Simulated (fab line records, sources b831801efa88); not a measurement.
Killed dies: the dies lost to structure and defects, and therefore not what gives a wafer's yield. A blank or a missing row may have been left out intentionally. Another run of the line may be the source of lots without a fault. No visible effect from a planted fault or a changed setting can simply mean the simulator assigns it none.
Matching of chambers + flow gf180mcu + GF_CONTACT_CMP_04 on cmp-01: 4 sister chambers
The step polishes SiO2. 4 wafers are shown with their chamber, then 8 later ones without.

== EACH WAFER AND ITS CHAMBER ==
| wafer  | chamber | motor current A (A) |
|--------|---------|---------------------|
| L272.1 | 3       | 16.3                |
| L272.5 | 0       | 12.5                |
| L273.5 | 2       | 11.6                |
| L280.2 | 1       | 11.9                |

== WAFERS MISSING THEIR CHAMBER ==
| wafer  | motor current A (A) |
|--------|---------------------|
| L280.3 | 11.5                |
| L280.5 | 12.0                |
| L282.1 | 16.0                |
| L282.2 | 11.5                |
| L282.3 | 12.1                |
| L283.3 | 11.9                |
| L283.4 | 11.9                |
| L283.6 | 12.3                |

== CHAMBER TAKEN BY EACH ==
| wafer  | from the rows above          | in truth |
|--------|------------------------------|----------|
| L280.3 | can't be placed: 2 or 1      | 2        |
| L280.5 | can't be placed: 1 or 2      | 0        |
| L282.1 | 3                            | 3        |
| L282.2 | can't be placed: 2 or 1      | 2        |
| L282.3 | can't be placed: 1 or 0 or 2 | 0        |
| L283.3 | can't be placed: 1 or 2      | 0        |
| L283.4 | can't be placed: 1 or 2      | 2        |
| L283.6 | can't be placed: 0 or 1      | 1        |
Placed correctly: 1 of 8. Not placeable from these rows: 7 (in 5, the candidates include the true chamber). Wrongly placed: 0.
How it was worked out, from the rows above alone: a wafer's distance from a chamber is the root of the sum, over the readings, of the square of ((its reading less the chamber's mean) divided by the reading's scatter). If the next closest chamber is less than 2 further off than the closest, the wafer can't be placed; otherwise it belongs to the closest. Each chamber's mean is taken over the wafers shown for it. The scatter: root of mean squared gap, hidden wafer to nearest shown wafer, with one shown wafer a chamber.
